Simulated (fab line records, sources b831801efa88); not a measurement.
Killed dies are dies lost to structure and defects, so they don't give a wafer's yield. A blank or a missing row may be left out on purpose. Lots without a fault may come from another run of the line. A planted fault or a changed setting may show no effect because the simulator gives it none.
A struck lot beside a sound one | flow sky130 | 15 steps out of a route of 708
Sound: wafers L317.1, L317.2, L317.3. Struck: wafers L333.3, L333.5. (L333.1 of the same lot was not struck and is left out.) The cause comes at the end.
At each step with rows: each side's tool, then ch and its chambers, then its first start. Under that, the readings that differ: sound wafers | struck wafers | difference of the means | sigmas: that difference in standard deviations of wafers without a fault.
alike: readings whose means differ by less than 2 such deviations, and words and numbers that are the same on both sides. not compared: withheld readings, readings that some wafer has no value for, bounds like >300 that may hide the same value, and numbers for which the record gives no deviation and whose values overlap.
The two part at a step that has a row with sigmas, a row that says differs or no value, or rows on one side only. Numbers that don't overlap but have no deviation are shown without sigmas and don't part them. A reading that every wafer of one side lacks parts them only if that side has two wafers or more.

SKY_VIA3_CD_MEAS_12: target cd 200 nm.
  sound on cd_sem-01, day 40 05:26; struck on cd_sem-02, day 45 03:56
  alike: cd_nm
SKY_VIA3_OVL_MEAS_13:
  sound on overlay-02, day 40 05:34; struck on overlay-01, day 45 04:04
  alike: VIA3_OVL
SKY_VIA3_ETCH_14: etches BARC in N2/H2, stops on SiO2, time 45.9 s, target depth 60 nm.
  sound on rie_diel-01 ch 0,2,3, day 40 05:35; struck on rie_diel-04 ch 1,2, day 45 04:06
  alike: drypump_motor_current_A, oes_product_au, throttle_valve_pct
  not compared: rf_hours_counter_h
then, 1 step without rows for these wafers: SKY_VIA3_ETCH_15 (etches SiO2 in C4F8/O2/Ar, stops on TiN, target depth 507 nm, time 78 s).
SKY_VIA3_STRIP_16: strips in O2/N2.
  sound on plasma_asher-04 ch 0,1, day 40 05:42; struck on plasma_asher-04 ch 0,1, day 45 04:12
  alike: drypump_motor_current_A, oes_product_au, strip_time_to_endpoint_s
  not compared: rf_hours_counter_h
then, 3 steps without rows for these wafers: SKY_VIA3_STRIP_17 (strips in post etch residue remover, time 1200 s); SKY_VIA3_CLEAN_18 (cleans in IPA, time 180 s); SKY_VIA3_CLEAN_19 (cleans in O3/DIW).
SKY_VIA3_SPUTTER_20: material TiN, target thk 20 nm, time 80 s.
  sound on pvd_sputter-02, day 40 06:21; struck on pvd_sputter-02, day 45 04:48
  alike: chamber_pressure_pa, throttle_valve_pct
SKY_VIA3_CVD_21: deposits W, target thk 390 nm, time 117.31 s.
  sound on cvd_w-01 ch 0,1, day 40 06:25; struck on cvd_w-01 ch 0,1, day 45 04:52
  alike: heater_power_w
  not compared: since_wet_clean_h
SKY_VIA3_RS_MEAS_22: measures by four-point-probe.
  sound on film_metro-01, day 40 06:32; struck on film_metro-04, day 45 04:59
  alike: VIA3_W_RS
SKY_VIA3_THK_MEAS_23: measures by xrf.
  sound on film_metro-01, day 40 06:40; struck on film_metro-04, day 45 05:06
  alike: VIA3_W_THK
SKY_VIA3_CMP_24: polishes, stops on SiO2, t overpolish 20 s, target thk 0 nm.
  sound on cmp-02 ch 0,1,2, day 40 06:43; struck on cmp-02 ch 0, day 45 05:10
  reading              | sound                | struck        | difference | sigmas
  overpolish_run_s (s) | 20.002 19.996 20.009 | 18.249 18.248 | -1.754     | -99 or more
  t_overpolish_s (s)   | 20 20 20             | 18.257 18.257 | -1.743     |
  alike: motor_current_A, slurry_flow_ml_min, time_to_endpoint_s
SKY_METAL4_SPUTTER_00: material Ti, target thk 15 nm, time 10 s.
  sound on pvd_sputter-03, day 40 07:01; struck on pvd_sputter-03, day 45 05:28
  alike: chamber_pressure_pa, throttle_valve_pct
-- the record jumps here: 5 days lie between the struck wafers' starts before and after (it left off in module METAL4 and takes up again in module PAD_OPEN, whose first step shown is number 708 of the route) --
SKY_PAD_OPEN_PROBE_99:
  sound on prober-01, day 46 07:56; struck on prober-02, day 50 07:07
  alike: defect_limited_yield, killed_at_M0_to_M3, killed_at_M4_up, killed_at_contacts, killed_at_front_end, killed_at_other, killed_dies, killed_open, killed_short, sort_bin_3_pad_short, sort_bin_5_function, sort_bin_6_memory, sort_n_pass, sort_yield_pct

WHERE THEY PART
Only at SKY_VIA3_CMP_24, within this record. Later steps at which nothing parts them and some readings are alike: SKY_METAL4_SPUTTER_00, SKY_PAD_OPEN_PROBE_99.

WHY: what the simulator had put in
Process parameter drift: cmp-02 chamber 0, from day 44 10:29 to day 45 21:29, at SKY_VIA3_CMP_24. Setting t_overpolish_s, moved by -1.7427, from 20. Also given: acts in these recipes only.
